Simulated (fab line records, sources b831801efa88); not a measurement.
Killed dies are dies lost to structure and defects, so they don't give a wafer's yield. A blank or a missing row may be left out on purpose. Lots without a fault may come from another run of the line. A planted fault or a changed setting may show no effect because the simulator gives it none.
fab line records | flow sky130
record lots=5 wafers=15 last_day=48
route steps=708 shown LDD_P@259 LDD_HVN@267 LDD_HVP@278 LDD_LDN@289 SPACER@304
lots that met no fault: from a run of the same line without faults
start_h: hours from the record's first day to the start of the lot's first wafer shown | wait_h: hours since the lot's step before | " the same as in the row above | L1.1+2: a row that stands for several wafers | - no value, or no start given | * or withheld: withheld | < > ~ a bound
route shown NAME@n: a module of which the file shows steps, and the number in the route of the first | usual: mean/standard deviation of fault-free wafers | same: alike in all rows | chamber/n: place in a boat | sites: the reading at each site | _std_site: their standard deviation | _edge_site: outer sites' mean less inner sites' | radius_mm: how far each site lies from the wafer's centre | mask NAME#n: copy n | behind: the tool/chamber that last shaped the wafer | hold: why the lot was held/for how many hours/how that ended | device: the transistor (n, p or np) that didn't switch | end of line: the same wafers' tests at the end of the route | a step without rows: its recipe alone | killed: dies lost to structure and defects at the first sort, not the wafer's yield | map: a wafer's dies, x killed, . not, _ none there
set.NAME: the setting as run; set.NAME@STEP: as run at that earlier step | model.NAME: the simulator's own value behind a step, which no gauge read
lots at some steps of the route; a table a step, a row a wafer
services: from which hour (start_h, from the record's first day; less than 0 if before it) a tool's chamber was out of use, for how many hours, and why
## steps
# step SKY_LDD_P_EXPOSE_04
# recipe mask_id=PSDM na=0.6 source_shape=conventional sigma_outer=0.6 polarization=unpolarized target_cd_nm=380 dose_mj=138
# columns lot.wafer tool chamber start_h wait_h mask
L076.3+4+5 iline_stepper-02 0 - - PSDM#0
L077.2+3+4 iline_stepper-02 0 - - PSDM#0
L081.2+5+6 iline_stepper-01 0 - - PSDM#0
L084.2+4+5 iline_stepper-02 0 - - PSDM#0
L087.1+3+6 iline_stepper-02 0 - - PSDM#0
# step SKY_LDD_P_PEB_05
# recipe temp_c=withheld time_s=* resist=NOVOLAK
# columns lot.wafer tool chamber start_h wait_h
L076.3+4+5 litho_track-04 0 - -
L077.2+3+4 litho_track-04 0 - -
L081.2+5+6 litho_track-04 0 - -
L084.2+4+5 litho_track-02 0 - -
L087.1+3+6 litho_track-04 0 - -
# step SKY_LDD_P_DEVELOP_06
# recipe resist=NOVOLAK developer=TMAH develop_time_s=60 dev_temp_c=23
# columns lot.wafer tool chamber start_h wait_h
L076.3+4+5 litho_track-04 0 446.17 0.1
L077.2+3+4 litho_track-04 0 449.60 0.1
L081.2+5+6 litho_track-04 0 510.15 0.1
L084.2+4+5 litho_track-02 0 521.62 0.1
L087.1+3+6 litho_track-04 0 549.22 0.1
# step SKY_LDD_P_CD_MEAS_07
# recipe target_cd_nm=380
# usual cd_nm=380.5/2.2
# columns lot.wafer tool chamber start_h wait_h cd_nm
L076.3 cd_sem-01 - 446.31 0.1 383.7
L076.4 " - " " 382.8
L076.5 " - " " 384.1
L077.2 cd_sem-02 - 449.91 0.3 380.9
L077.3 " - " " 380.5
L077.4 " - " " 382.6
L081.2 cd_sem-01 - 510.29 0.1 383.8
L081.5 " - " " 385.1
L081.6 " - " " 383.0
L084.2 cd_sem-02 - 521.77 0.1 378.1
L084.4 " - " " 376.7
L084.5 " - " " 378.4
L087.1 cd_sem-01 - 549.37 0.1 379.1
L087.3 " - " " 378.7
L087.6 " - " " 379.9
# step SKY_LDD_P_OVL_MEAS_08
# usual LDD_P_OVL=0.1/1.5
# columns lot.wafer tool chamber start_h wait_h LDD_P_OVL[nm]
L076.3 overlay-01 - 446.40 0.1 -0.2
L076.4 " - " " 0.2
L076.5 " - " " -2.5
L077.2 overlay-02 - 450.01 0.1 -1.7
L077.3 " - " " -0.4
L077.4 " - " " -2.0
L081.2 overlay-02 - 510.40 0.1 0.3
L081.5 " - " " 2.0
L081.6 " - " " 1.4
L084.2 overlay-01 - 521.87 0.1 -0.3
L084.4 " - " " 0.7
L084.5 " - " " 0.7
L087.1 overlay-02 - 549.49 0.1 -2.6
L087.3 " - " " -2.9
L087.6 " - " " -1.4
# step SKY_LDD_P_IMPLANT_09
# recipe species=BF2 energy_kev=25 dose_cm2=1.019e+13 tilt_deg=withheld
# columns lot.wafer tool chamber start_h wait_h
L076.3+4+5 implanter-01 0 446.48 0.1
L077.2+3+4 implanter-02 0 450.07 0.0
L081.2+5+6 implanter-03 0 510.45 0.0
L084.2+4+5 implanter-03 0 521.93 0.0
L087.1+3+6 implanter-03 0 549.53 0.0
# step SKY_LDD_P_STRIP_10
# recipe chemistry=O2/N2 power_w=1400 pressure_mtorr=1500 platen_temp_c=withheld o2_flow_sccm=3000 n2_flow_sccm=300 overash_fraction=0.5
# usual drypump_motor_current_A=5.70/0.19 oes_product_au=0.715/0.0048 strip_time_to_endpoint_s=14.18/0.04
# columns lot.wafer tool chamber start_h wait_h drypump_motor_current_A oes_product_au rf_hours_counter_h strip_time_to_endpoint_s
L076.3 plasma_asher-04 0 446.61 0.1 5.83 0.724 - 14.16
L076.4 " 1 " " 5.80 0.715 - 14.16
L076.5 " 0 " " 5.83 0.707 - 14.19
L077.2 plasma_asher-01 1 450.19 0.1 5.89 0.713 66 14.22
L077.3 " 1 " " 5.88 0.711 - 14.17
L077.4 " 0 " " 5.51 0.714 - 14.17
L081.2 plasma_asher-03 0 510.58 0.1 5.39 0.730 39 14.20
L081.5 " 1 " " 5.46 0.710 - 14.20
L081.6 " 0 " " 5.40 0.715 - 14.15
L084.2 plasma_asher-04 1 522.05 0.1 5.81 0.711 79 14.16
L084.4 " 0 " " 5.84 0.712 - 14.12
L084.5 " 0 " " 5.83 0.719 - 14.13
L087.1 plasma_asher-01 1 549.68 0.1 5.86 0.721 75 14.13
L087.3 " 0 " " 5.50 0.712 - 14.12
L087.6 " 1 " " 5.86 0.713 - 14.15
# step SKY_LDD_P_TW_MEAS_11
# usual LDD_P_TW=638/3.5
# columns lot.wafer tool chamber start_h wait_h LDD_P_TW
L076.3 film_metro-03 - 446.70 0.1 639
L076.4 " - " " 640
L076.5 " - " " 639
L077.2 film_metro-03 - 450.30 0.1 639
L077.3 " - " " 643
L077.4 " - " " 641
L081.2 film_metro-03 - 510.69 0.1 634
L081.5 " - " " 630
L081.6 " - " " 634
L084.2 film_metro-02 - 522.16 0.1 642
L084.4 " - " " 643
L084.5 " - " " 641
L087.1 film_metro-03 - 549.78 0.1 636
L087.3 " - " " 632
L087.6 " - " " 637
# step SKY_LDD_HVN_DEHYDRATE_00
# recipe temp_c=200 time_s=60
# columns lot.wafer tool chamber start_h wait_h
L076.3+4+5 litho_track-02 0 460.80 14.1
L077.2+3+4 litho_track-02 0 465.42 15.1
L081.2+5+6 litho_track-04 0 524.65 13.9
L084.2+4+5 litho_track-01 0 537.69 15.5
L087.1+3+6 litho_track-01 0 564.51 14.7
# step SKY_LDD_HVN_HMDS_01
# recipe prime_time_s=60 prime_temp_c=120
# columns lot.wafer tool chamber start_h wait_h
L076.3+4+5 litho_track-02 0 460.95 0.1
L077.2+3+4 litho_track-02 0 465.57 0.1
L081.2+5+6 litho_track-04 0 524.80 0.1
L084.2+4+5 litho_track-01 0 537.84 0.1
L087.1+3+6 litho_track-01 0 564.66 0.1
# step SKY_LDD_HVN_COAT_02
# recipe resist=NOVOLAK spin_rpm=3000 resist_thk_nm=300
# usual spin_speed_rpm=2999.3/1.9
# columns lot.wafer tool chamber start_h wait_h spin_speed_rpm
L076.3 litho_track-02 0 461.10 0.1 2999.4
L076.4 " 0 " " 2999.2
L076.5 " 0 " " 2998.9
L077.2 litho_track-02 0 465.72 0.1 2998.7
L077.3 " 0 " " 3000.4
L077.4 " 0 " " 2998.8
L081.2 litho_track-04 0 524.95 0.1 2999.3
L081.5 " 0 " " 3000.4
L081.6 " 0 " " 2999.1
L084.2 litho_track-01 0 537.99 0.1 2998.1
L084.4 " 0 " " 2997.5
L084.5 " 0 " " 2998.2
L087.1 litho_track-01 0 564.81 0.1 2999.4
L087.3 " 0 " " 2999.8
L087.6 " 0 " " 2999.3
# step SKY_LDD_HVN_SOFTBAKE_03
# recipe temp_c=90 time_s=60 resist=NOVOLAK
# columns lot.wafer tool chamber start_h wait_h
L076.3+4+5 litho_track-02 0 461.25 0.1
L077.2+3+4 litho_track-02 0 465.87 0.1
L081.2+5+6 litho_track-04 0 525.10 0.1
L084.2+4+5 litho_track-01 0 538.14 0.1
L087.1+3+6 litho_track-01 0 564.96 0.1
# step SKY_LDD_HVN_EXPOSE_04
# recipe mask_id=HVNTM na=0.6 source_shape=conventional sigma_outer=0.6 polarization=unpolarized target_cd_nm=700 dose_mj=127
# columns lot.wafer tool chamber start_h wait_h mask
L076.3+4+5 iline_stepper-01 0 - - HVNTM#0
L077.2+3+4 iline_stepper-02 0 - - HVNTM#0
L081.2+5+6 iline_stepper-01 0 - - HVNTM#0
L084.2+4+5 iline_stepper-02 0 - - HVNTM#0
L087.1+3+6 iline_stepper-02 0 - - HVNTM#0
# step SKY_LDD_HVN_PEB_05
# recipe temp_c=withheld time_s=* resist=NOVOLAK
# columns lot.wafer tool chamber start_h wait_h
L076.3+4+5 litho_track-02 0 - -
L077.2+3+4 litho_track-01 0 - -
L081.2+5+6 litho_track-02 0 - -
L084.2+4+5 litho_track-04 0 - -
L087.1+3+6 litho_track-01 0 - -
# step SKY_LDD_HVN_DEVELOP_06
# recipe resist=NOVOLAK developer=TMAH develop_time_s=60 dev_temp_c=23
# columns lot.wafer tool chamber start_h wait_h
L076.3+4+5 litho_track-02 0 476.30 0.1
L077.2+3+4 litho_track-01 0 480.29 0.1
L081.2+5+6 litho_track-02 0 540.82 0.1
L084.2+4+5 litho_track-04 0 552.10 0.1
L087.1+3+6 litho_track-01 0 579.61 0.1
# step SKY_LDD_HVN_OVL_MEAS_07
# usual LDD_HVN_OVL=-1.0/1.5
# columns lot.wafer tool chamber start_h wait_h LDD_HVN_OVL[nm]
L076.3 overlay-01 - 476.41 0.1 -1.8
L076.4 " - " " -1.5
L076.5 " - " " -2.7
L077.2 overlay-01 - 480.42 0.1 -2.5
L077.3 " - " " -1.3
L077.4 " - " " -0.7
L081.2 overlay-02 - 540.95 0.1 -0.2
L081.5 " - " " -0.6
L081.6 " - " " -2.0
L084.2 overlay-02 - 552.23 0.1 -1.4
L084.4 " - " " -0.2
L084.5 " - " " 0.1
L087.1 overlay-02 - 579.76 0.1 -2.4
L087.3 " - " " -1.6
L087.6 " - " " -1.9
# step SKY_LDD_HVN_IMPLANT_08
# recipe species=P energy_kev=60 dose_cm2=3e+13 tilt_deg=40
# columns lot.wafer tool chamber start_h wait_h
L076.3+4+5 implanter-03 0 476.48 0.1
L077.2+3+4 implanter-03 0 480.47 0.0
L081.2+5+6 implanter-02 0 541.01 0.0
L084.2+4+5 implanter-03 0 552.28 0.0
L087.1+3+6 implanter-03 0 579.80 0.0
# step SKY_LDD_HVN_STRIP_09
# recipe chemistry=O2/N2 power_w=1400 pressure_mtorr=1500 platen_temp_c=withheld o2_flow_sccm=3000 n2_flow_sccm=300 overash_fraction=0.5
# usual drypump_motor_current_A=5.6/0.34 oes_product_au=0.408/0.0043 strip_time_to_endpoint_s=4.134/0.013
# columns lot.wafer tool chamber start_h wait_h drypump_motor_current_A oes_product_au rf_hours_counter_h strip_time_to_endpoint_s
L076.3 plasma_asher-02 0 476.62 0.1 6.0 0.410 - 4.139
L076.4 " 1 " " 5.0 0.405 - 4.130
L076.5 " 0 " " 6.0 0.412 - 4.140
L077.2 plasma_asher-02 1 480.60 0.1 5.0 0.412 5 4.144
L077.3 " 1 " " 5.0 0.405 - 4.149
L077.4 " 0 " " 6.0 0.401 - 4.143
L081.2 plasma_asher-03 0 541.13 0.1 5.4 0.402 42 4.132
L081.5 " 1 " " 5.5 0.411 - 4.127
L081.6 " 0 " " 5.4 0.404 - 4.104
L084.2 plasma_asher-01 0 552.41 0.1 5.5 0.404 75 4.105
L084.4 " 0 " " 5.5 0.410 - 4.108
L084.5 " 0 " " 5.5 0.396 - 4.115
L087.1 plasma_asher-01 0 579.95 0.1 5.5 0.408 78 4.145
L087.3 " 1 " " 5.9 0.404 - 4.146
L087.6 " 0 " " 5.5 0.402 - 4.150
# step SKY_LDD_HVN_TW_MEAS_10
# usual LDD_HVN_TW=1434/7.7
# columns lot.wafer tool chamber start_h wait_h LDD_HVN_TW
L076.3 film_metro-04 - 476.70 0.1 1438
L076.4 " - " " 1445
L076.5 " - " " 1438
L077.2 film_metro-03 - 480.71 0.1 1436
L077.3 " - " " 1432
L077.4 " - " " 1426
L081.2 film_metro-02 - 541.24 0.1 1429
L081.5 " - " " 1427
L081.6 " - " " 1429
L084.2 film_metro-03 - 552.56 0.1 1429
L084.4 " - " " 1432
L084.5 " - " " 1429
L087.1 film_metro-04 - 580.05 0.1 1438
L087.3 " - " " 1438
L087.6 " - " " 1431
# step SKY_LDD_HVP_DEHYDRATE_00
# recipe temp_c=200 time_s=60
# columns lot.wafer tool chamber start_h wait_h
L076.3+4+5 litho_track-01 0 489.96 13.2
L077.2+3+4 litho_track-04 0 494.50 13.8
L081.2+5+6 litho_track-01 0 555.19 13.9
L084.2+4+5 litho_track-01 0 567.44 14.9
L087.1+3+6 litho_track-04 0 594.62 14.6
# step SKY_LDD_HVP_HMDS_01
# recipe prime_time_s=60 prime_temp_c=120
# columns lot.wafer tool chamber start_h wait_h
L076.3+4+5 litho_track-01 0 490.11 0.1
L077.2+3+4 litho_track-04 0 494.65 0.1
L081.2+5+6 litho_track-01 0 555.34 0.1
L084.2+4+5 litho_track-01 0 567.59 0.1
L087.1+3+6 litho_track-04 0 594.77 0.1
# step SKY_LDD_HVP_COAT_02
# recipe resist=NOVOLAK spin_rpm=3000 resist_thk_nm=300
# usual spin_speed_rpm=3000.5/1.9
# columns lot.wafer tool chamber start_h wait_h spin_speed_rpm
L076.3 litho_track-01 0 490.26 0.1 3000.5
L076.4 " 0 " " 3001.8
L076.5 " 0 " " 2999.8
L077.2 litho_track-04 0 494.80 0.1 3000.0
L077.3 " 0 " " 2999.1
L077.4 " 0 " " 3001.3
L081.2 litho_track-01 0 555.49 0.1 2999.2
L081.5 " 0 " " 2998.8
L081.6 " 0 " " 3000.5
L084.2 litho_track-01 0 567.74 0.1 2999.7
L084.4 " 0 " " 3005.4
L084.5 " 0 " " 2999.7
L087.1 litho_track-04 0 594.92 0.1 3000.6
L087.3 " 0 " " 2997.9
L087.6 " 0 " " 2996.9
# step SKY_LDD_HVP_SOFTBAKE_03
# recipe temp_c=90 time_s=60 resist=NOVOLAK
# columns lot.wafer tool chamber start_h wait_h
L076.3+4+5 litho_track-01 0 490.41 0.1
L077.2+3+4 litho_track-04 0 494.95 0.1
L081.2+5+6 litho_track-01 0 555.64 0.1
L084.2+4+5 litho_track-01 0 567.89 0.1
L087.1+3+6 litho_track-04 0 595.07 0.1
# step SKY_LDD_HVP_EXPOSE_04
# recipe mask_id=HVPTM na=0.6 source_shape=conventional sigma_outer=0.6 polarization=unpolarized target_cd_nm=700 dose_mj=86
# columns lot.wafer tool chamber start_h wait_h mask
L076.3+4+5 iline_stepper-02 0 - - HVPTM#0
L077.2+3+4 iline_stepper-02 0 - - HVPTM#0
L081.2+5+6 iline_stepper-02 0 - - HVPTM#0
L084.2+4+5 iline_stepper-02 0 - - HVPTM#0
L087.1+3+6 iline_stepper-01 0 - - HVPTM#0
# step SKY_LDD_HVP_PEB_05
# recipe temp_c=withheld time_s=* resist=NOVOLAK
# columns lot.wafer tool chamber start_h wait_h
L076.3+4+5 litho_track-01 0 - -
L077.2+3+4 litho_track-01 0 - -
L081.2+5+6 litho_track-04 0 - -
L084.2+4+5 litho_track-01 0 - -
L087.1+3+6 litho_track-01 0 - -
# step SKY_LDD_HVP_DEVELOP_06
# recipe resist=NOVOLAK developer=TMAH develop_time_s=60 dev_temp_c=23
# columns lot.wafer tool chamber start_h wait_h
L076.3+4+5 litho_track-01 0 506.16 0.1
L077.2+3+4 litho_track-01 0 510.04 0.1
L081.2+5+6 litho_track-04 0 571.60 0.1
L084.2+4+5 litho_track-01 0 581.79 0.1
L087.1+3+6 litho_track-01 0 609.71 0.1
# step SKY_LDD_HVP_OVL_MEAS_07
# usual LDD_HVP_OVL=0.6/1.5
# columns lot.wafer tool chamber start_h wait_h LDD_HVP_OVL[nm]
L076.3 overlay-01 - 506.27 0.1 -0.1
L076.4 " - " " 0.3
L076.5 " - " " 0.2
L077.2 overlay-02 - 510.17 0.1 2.9
L077.3 " - " " 1.6
L077.4 " - " " 2.4
L081.2 overlay-02 - 571.73 0.1 2.3
L081.5 " - " " 1.9
L081.6 " - " " 1.8
L084.2 overlay-02 - 581.92 0.1 -1.2
L084.4 " - " " 1.0
L084.5 " - " " 0.7
L087.1 overlay-02 - 609.86 0.1 0.1
L087.3 " - " " 0.1
L087.6 " - " " -2.2
# step SKY_LDD_HVP_IMPLANT_08
# recipe species=B energy_kev=20 dose_cm2=1.7e+13 tilt_deg=17.9
# columns lot.wafer tool chamber start_h wait_h
L076.3+4+5 implanter-01 0 506.35 0.1
L077.2+3+4 implanter-02 0 510.22 0.0
L081.2+5+6 implanter-04 0 571.78 0.0
L084.2+4+5 implanter-04 0 581.97 0.0
L087.1+3+6 implanter-01 0 609.90 0.0
# step SKY_LDD_HVP_STRIP_09
# recipe chemistry=O2/N2 power_w=1400 pressure_mtorr=1500 platen_temp_c=withheld o2_flow_sccm=3000 n2_flow_sccm=300 overash_fraction=0.5
# usual drypump_motor_current_A=5.6/0.35 oes_product_au=0.408/0.0048 strip_time_to_endpoint_s=4.137/0.015
# columns lot.wafer tool chamber start_h wait_h drypump_motor_current_A oes_product_au rf_hours_counter_h strip_time_to_endpoint_s
L076.3 plasma_asher-01 1 506.48 0.1 5.9 0.409 - 4.121
L076.4 " 0 " " 5.5 0.403 - 4.116
L076.5 " 0 " " 5.5 0.411 - 4.120
L077.2 plasma_asher-01 0 510.35 0.1 5.5 0.413 71 4.120
L077.3 " 1 " " 5.9 0.405 - 4.148
L077.4 " 0 " " 5.5 0.412 - 4.148
L081.2 plasma_asher-01 0 571.91 0.1 5.5 0.417 77 4.163
L081.5 " 0 " " 5.5 0.408 - 4.155
L081.6 " 1 " " 5.9 0.405 - 4.141
L084.2 plasma_asher-04 0 582.10 0.1 5.8 0.412 85 4.140
L084.4 " 0 " " 5.8 0.406 - 4.155
L084.5 " 1 " " 5.8 0.412 - 4.150
L087.1 plasma_asher-01 0 610.05 0.1 5.5 0.408 81 4.147
L087.3 " 1 " " 5.9 0.414 - 4.149
L087.6 " 0 " " 5.5 0.404 - 4.146
# step SKY_LDD_HVP_TW_MEAS_10
# usual LDD_HVP_TW=456.2/1.8
# columns lot.wafer tool chamber start_h wait_h LDD_HVP_TW
L076.3 film_metro-02 - 506.57 0.1 458.0
L076.4 " - " " 456.0
L076.5 " - " " 453.3
L077.2 film_metro-01 - 510.51 0.1 457.2
L077.3 " - " " 453.8
L077.4 " - " " 455.4
L081.2 film_metro-01 - 572.02 0.1 455.8
L081.5 " - " " 455.1
L081.6 " - " " 455.0
L084.2 film_metro-01 - 582.21 0.1 454.9
L084.4 " - " " 460.5
L084.5 " - " " 457.1
L087.1 film_metro-02 - 610.15 0.1 459.1
L087.3 " - " " 457.6
L087.6 " - " " 457.9
# step SKY_LDD_LDN_DEHYDRATE_00
# recipe temp_c=200 time_s=60
# columns lot.wafer tool chamber start_h wait_h
L076.3+4+5 litho_track-02 0 520.30 13.7
L077.2+3+4 litho_track-02 0 524.72 14.2
L081.2+5+6 litho_track-01 0 585.84 13.8
L084.2+4+5 litho_track-03 0 596.43 14.2
L087.1+3+6 litho_track-03 0 624.56 14.4
# step SKY_LDD_LDN_HMDS_01
# recipe prime_time_s=60 prime_temp_c=120
# columns lot.wafer tool chamber start_h wait_h
L076.3+4+5 litho_track-02 0 520.45 0.1
L077.2+3+4 litho_track-02 0 524.87 0.1
L081.2+5+6 litho_track-01 0 585.99 0.1
L084.2+4+5 litho_track-03 0 596.58 0.1
L087.1+3+6 litho_track-03 0 624.71 0.1
# step SKY_LDD_LDN_COAT_02
# recipe resist=NOVOLAK spin_rpm=3000 resist_thk_nm=1140
# usual spin_speed_rpm=2999.9/2.1
# columns lot.wafer tool chamber start_h wait_h spin_speed_rpm
L076.3 litho_track-02 0 520.60 0.1 3002.8
L076.4 " 0 " " 3002.9
L076.5 " 0 " " 3002.5
L077.2 litho_track-02 0 525.02 0.1 3002.4
L077.3 " 0 " " 3000.9
L077.4 " 0 " " 3000.9
L081.2 litho_track-01 0 586.14 0.1 2996.5
L081.5 " 0 " " 2997.7
L081.6 " 0 " " 2998.3
L084.2 litho_track-03 0 596.73 0.1 2997.7
L084.4 " 0 " " 2999.3
L084.5 " 0 " " 2998.2
L087.1 litho_track-03 0 624.86 0.1 3003.1
L087.3 " 0 " " 3002.9
L087.6 " 0 " " 2999.7
# step SKY_LDD_LDN_SOFTBAKE_03
# recipe temp_c=90 time_s=60 resist=NOVOLAK
# columns lot.wafer tool chamber start_h wait_h
L076.3+4+5 litho_track-02 0 520.75 0.1
L077.2+3+4 litho_track-02 0 525.17 0.1
L081.2+5+6 litho_track-01 0 586.29 0.1
L084.2+4+5 litho_track-03 0 596.88 0.1
L087.1+3+6 litho_track-03 0 625.01 0.1
# step SKY_LDD_LDN_EXPOSE_04
# recipe mask_id=LDNTM na=0.6 source_shape=conventional sigma_outer=0.6 polarization=unpolarized target_cd_nm=700 dose_mj=140
# columns lot.wafer tool chamber start_h wait_h mask
L076.3+4+5 iline_stepper-01 0 - - LDNTM#0
L077.2+3+4 iline_stepper-02 0 - - LDNTM#0
L081.2+5+6 iline_stepper-01 0 - - LDNTM#0
L084.2+4+5 iline_stepper-01 0 - - LDNTM#0
L087.1+3+6 iline_stepper-02 0 - - LDNTM#0
# step SKY_LDD_LDN_PEB_05
# recipe temp_c=withheld time_s=* resist=NOVOLAK
# columns lot.wafer tool chamber start_h wait_h
L076.3+4+5 litho_track-03 0 - -
L077.2+3+4 litho_track-02 0 - -
L081.2+5+6 litho_track-01 0 - -
L084.2+4+5 litho_track-01 0 - -
L087.1+3+6 litho_track-02 0 - -
# step SKY_LDD_LDN_DEVELOP_06
# recipe resist=NOVOLAK developer=TMAH develop_time_s=60 dev_temp_c=23
# columns lot.wafer tool chamber start_h wait_h
L076.3+4+5 litho_track-03 0 536.56 0.1
L077.2+3+4 litho_track-02 0 541.12 0.1
L081.2+5+6 litho_track-01 0 600.59 0.1
L084.2+4+5 litho_track-01 0 610.69 0.1
L087.1+3+6 litho_track-02 0 639.25 0.1
# step SKY_LDD_LDN_OVL_MEAS_07
# usual LDD_LDN_OVL=-0.9/1.4
# columns lot.wafer tool chamber start_h wait_h LDD_LDN_OVL[nm]
L076.3 overlay-01 - 536.67 0.1 -0.3
L076.4 " - " " -1.3
L076.5 " - " " -0.2
L077.2 overlay-01 - 541.25 0.1 -3.5
L077.3 " - " " -0.1
L077.4 " - " " -0.3
L081.2 overlay-01 - 600.72 0.1 0.1
L081.5 " - " " -0.2
L081.6 " - " " -1.6
L084.2 overlay-01 - 610.82 0.1 -1.4
L084.4 " - " " -0.2
L084.5 " - " " 1.9
L087.1 overlay-01 - 639.40 0.1 -1.7
L087.3 " - " " -3.3
L087.6 " - " " -1.5
# step SKY_LDD_LDN_IMPLANT_08
# recipe species=As energy_kev=15 dose_cm2=1.25e+13 tilt_deg=withheld rotation_deg=23
# columns lot.wafer tool chamber start_h wait_h
L076.3+4+5 implanter-04 0 536.74 0.1
L077.2+3+4 implanter-01 0 541.31 0.0
L081.2+5+6 implanter-04 0 600.77 0.0
L084.2+4+5 implanter-01 0 610.87 0.0
L087.1+3+6 implanter-03 0 639.43 0.0
# step SKY_LDD_LDN_IMPLANT_09
# recipe species=As energy_kev=14.88 dose_cm2=1.25e+13 tilt_deg=withheld rotation_deg=113
# columns lot.wafer tool chamber start_h wait_h
L076.3+4+5 implanter-04 0 536.89 0.1
L077.2+3+4 implanter-01 0 541.46 0.1
L081.2+5+6 implanter-04 0 600.92 0.1
L084.2+4+5 implanter-01 0 611.02 0.1
L087.1+3+6 implanter-03 0 639.58 0.1
# step SKY_LDD_LDN_IMPLANT_10
# recipe species=As energy_kev=15 dose_cm2=1.25e+13 tilt_deg=withheld rotation_deg=203
# columns lot.wafer tool chamber start_h wait_h
L076.3+4+5 implanter-04 0 537.04 0.1
L077.2+3+4 implanter-01 0 541.61 0.1
L081.2+5+6 implanter-04 0 601.07 0.1
L084.2+4+5 implanter-01 0 611.17 0.1
L087.1+3+6 implanter-03 0 639.73 0.1
# step SKY_LDD_LDN_IMPLANT_11
# recipe species=As energy_kev=15 dose_cm2=1.25e+13 tilt_deg=withheld rotation_deg=293
# columns lot.wafer tool chamber start_h wait_h
L076.3+4+5 implanter-04 0 537.19 0.1
L077.2+3+4 implanter-01 0 541.76 0.1
L081.2+5+6 implanter-04 0 601.22 0.1
L084.2+4+5 implanter-01 0 611.32 0.1
L087.1+3+6 implanter-03 0 639.88 0.1
# step SKY_LDD_LDN_STRIP_12
# recipe chemistry=O2/N2 power_w=1400 pressure_mtorr=1500 platen_temp_c=withheld o2_flow_sccm=3000 n2_flow_sccm=300 overash_fraction=0.5
# usual drypump_motor_current_A=5.6/0.3 oes_product_au=0.716/0.0042 strip_time_to_endpoint_s=14.19/0.045
# columns lot.wafer tool chamber start_h wait_h drypump_motor_current_A oes_product_au rf_hours_counter_h strip_time_to_endpoint_s
L076.3 plasma_asher-04 1 537.33 0.1 5.8 0.723 - 14.16
L076.4 " 0 " " 5.8 0.719 - 14.18
L076.5 " 1 " " 5.8 0.712 - 14.18
L077.2 plasma_asher-04 0 541.88 0.1 5.8 0.709 81 14.15
L077.3 " 0 " " 5.8 0.721 - 14.17
L077.4 " 1 " " 5.8 0.716 - 14.11
L081.2 plasma_asher-04 1 601.35 0.1 5.8 0.724 87 14.29
L081.5 " 0 " " 5.8 0.713 - 14.23
L081.6 " 1 " " 5.8 0.719 - 14.24
L084.2 plasma_asher-04 1 611.45 0.1 5.8 0.721 88 14.14
L084.4 " 0 " " 5.8 0.718 - 14.20
L084.5 " 0 " " 5.8 0.703 - 14.19
L087.1 plasma_asher-03 0 640.03 0.1 5.4 0.719 52 14.15
L087.3 " 0 " " 5.4 0.716 - 14.17
L087.6 " 0 " " 5.4 0.713 - 14.14
# step SKY_LDD_LDN_TW_MEAS_13
# usual LDD_LDN_TW=1477/7
# columns lot.wafer tool chamber start_h wait_h LDD_LDN_TW
L076.3 film_metro-04 - 537.41 0.1 1486
L076.4 " - " " 1477
L076.5 " - " " 1484
L077.2 film_metro-01 - 541.99 0.1 1480
L077.3 " - " " 1475
L077.4 " - " " 1475
L081.2 film_metro-01 - 601.46 0.1 1480
L081.5 " - " " 1482
L081.6 " - " " 1470
L084.2 film_metro-04 - 611.56 0.1 1489
L084.4 " - " " 1486
L084.5 " - " " 1484
L087.1 film_metro-01 - 640.13 0.1 1472
L087.3 " - " " 1475
L087.6 " - " " 1476
# step SKY_LDD_LDN_CLEAN_14
# recipe chemistry=SC1/SC2 mix=1:4:20 temp_c=70 time_s=150 dry=n2_spin
# columns lot.wafer tool chamber start_h wait_h
L076.3+4+5 wet_bench-01 1 537.45 0.0
L077.2+3+4 wet_bench-01 3 542.04 0.0
L081.2+5+6 wet_bench-01 2 601.51 0.0
L084.2+4+5 wet_bench-01 3 611.61 0.0
L087.1+3+6 wet_bench-03 2 640.19 0.1
# step SKY_SPACER_CVD_00
# recipe material=Si3N4 precursor=DCS/NH3 target_thk_nm=43.1 temp_c=770 time_s=740 pressure_mtorr=250
# columns lot.wafer tool chamber start_h wait_h
L076.3+4+5 lpcvd-02 1 538.78 1.3
L077.2+3+4 lpcvd-02 0 542.39 0.3
L081.2+5+6 lpcvd-02 0 602.15 0.6
L084.2+4+5 lpcvd-02 0 612.88 1.2
L087.1+3+6 lpcvd-02 1 640.59 0.4
# step SKY_SPACER_THK_MEAS_01
# recipe reads=Si3N4_of_SPACER_CVD_00
# usual SPACER_CVD_00_THK=43.1/0.45
# columns lot.wafer tool chamber start_h wait_h SPACER_CVD_00_THK[nm]
L076.3 film_metro-01 - 540.01 0.0 43.3
L076.4 " - " " 42.9
L076.5 " - " " 42.8
L077.2 film_metro-02 - 543.61 0.0 43.3
L077.3 " - " " 43.9
L077.4 " - " " 43.4
L081.2 film_metro-02 - 603.37 0.0 43.2
L081.5 " - " " 43.3
L081.6 " - " " 43.6
L084.2 film_metro-02 - 614.10 0.0 43.4
L084.4 " - " " 43.4
L084.5 " - " " 43.4
L087.1 film_metro-02 - 641.80 0.0 43.0
L087.3 " - " " 42.8
L087.6 " - " " 43.1
## services
# columns tool chamber start_h hours kind
implanter-03 - 407.28 0.8 repair
plasma_asher-01 - 413.21 2.6 repair
plasma_asher-02 - 421.25 9.0 pm
implanter-01 - 426.11 3.5 repair
implanter-03 - 433.33 6.9 repair
litho_track-02 - 435.23 - consumable_replace:filter
plasma_asher-01 - 460.53 2.8 pm
implanter-03 - 469.23 0.6 repair
implanter-04 - 495.56 18.3 pm
iline_stepper-02 - 504.15 0.7 repair
implanter-03 - 525.74 0.8 repair
plasma_asher-03 - 527.98 1.9 repair
plasma_asher-02 - 532.47 2.0 repair
implanter-04 - 558.59 3.3 pm
implanter-02 - 561.16 2.3 repair
wet_bench-01 - 573.75 2.8 repair
implanter-03 - 587.21 2.6 repair
implanter-02 - 593.20 0.7 repair
iline_stepper-02 - 594.62 1.7 pm
implanter-02 - 603.17 1.2 repair
iline_stepper-01 - 622.01 1.7 pm
implanter-02 - 633.39 2.6 pm
plasma_asher-01 - 634.97 14.6 pm
implanter-03 - 640.39 2.4 repair
## key
fault none
